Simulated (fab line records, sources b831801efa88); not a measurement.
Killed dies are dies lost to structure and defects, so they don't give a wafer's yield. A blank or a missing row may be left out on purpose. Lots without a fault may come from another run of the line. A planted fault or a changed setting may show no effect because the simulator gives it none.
Chamber matching | flow gf180mcu | GF_V5_CMP_04 on cmp-01: 4 sister chambers
The step polishes SiO2. 30 wafers are shown with their chamber, then 12 later ones without.

WAFERS WITH THEIR CHAMBER
wafer  | chamber | motor_current_A (A)
L075.4 | 1       | 9.5
L075.5 | 1       | 10.4
L075.6 | 2       | 13.5
L077.1 | 1       | 9.5
L077.2 | 2       | 14.3
L077.4 | 0       | 12.7
L079.2 | 3       | 11.8
L079.3 | 2       | 13.4
L079.5 | 0       | 13.2
L080.3 | 0       | 13.4
L080.4 | 3       | 12.9
L080.6 | 3       | 13.0
L082.2 | 2       | 13.2
L082.3 | 3       | 13.7
L082.5 | 3       | 12.7
L084.2 | 2       | 13.6
L084.4 | 3       | 13.0
L084.5 | 1       | 9.5
L088.2 | 3       | 13.5
L088.3 | 1       | 9.9
L088.6 | 0       | 12.1
L090.1 | 0       | 13.3
L090.2 | 3       | 13.4
L090.3 | 2       | 14.2
L091.2 | 1       | 9.7
L091.3 | 2       | 13.3
L091.6 | 1       | 10.1
L093.1 | 3       | 13.1
L093.2 | 1       | 9.2
L093.6 | 1       | 10.2

SIGNATURES (means of the wafers above)
reading         | chamber 0 | chamber 1 | chamber 2 | chamber 3 | scatter within a chamber
motor_current_A | 12.940    | 9.778     | 13.643    | 13.011    | 0.481
Rule: a wafer's distance from a chamber is the root of the sum, over the readings, of the square of ((its reading less the chamber's mean) divided by the reading's scatter). The wafer belongs to the nearest chamber; if the next one is less than 2 further off, it can't be placed. The scatter: the root of (the sum of the squares of (reading less its chamber's mean) over the shown wafers, divided by (wafers less chambers)).

WAFERS WITHOUT THEIR CHAMBER
wafer  | motor_current_A (A)
L094.2 | 13.4
L094.3 | 13.5
L094.5 | 12.6
L095.1 | 13.2
L095.3 | 14.0
L095.4 | 13.1
L096.3 | 9.4
L096.4 | 12.8
L096.6 | 12.7
L097.4 | 10.0
L097.5 | 10.0
L097.6 | 13.4

WHICH CHAMBER EACH WENT THROUGH
wafer  | from the rows above          | in truth
L094.2 | can't be placed: 2 or 3 or 0 | 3
L094.3 | can't be placed: 2 or 3 or 0 | 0
L094.5 | can't be placed: 0 or 3 or 2 | 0
L095.1 | can't be placed: 3 or 0 or 2 | 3
L095.3 | can't be placed: 2 or 3 or 0 | 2
L095.4 | can't be placed: 3 or 0 or 2 | 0
L096.3 | 1                            | 1
L096.4 | can't be placed: 0 or 3 or 2 | 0
L096.6 | can't be placed: 0 or 3 or 2 | 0
L097.4 | 1                            | 1
L097.5 | 1                            | 1
L097.6 | can't be placed: 2 or 3 or 0 | 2
Placed correctly: 3 of 12. Can't be placed from these rows: 9 (the true chamber is among the candidates in 9). Placed wrongly: 0.
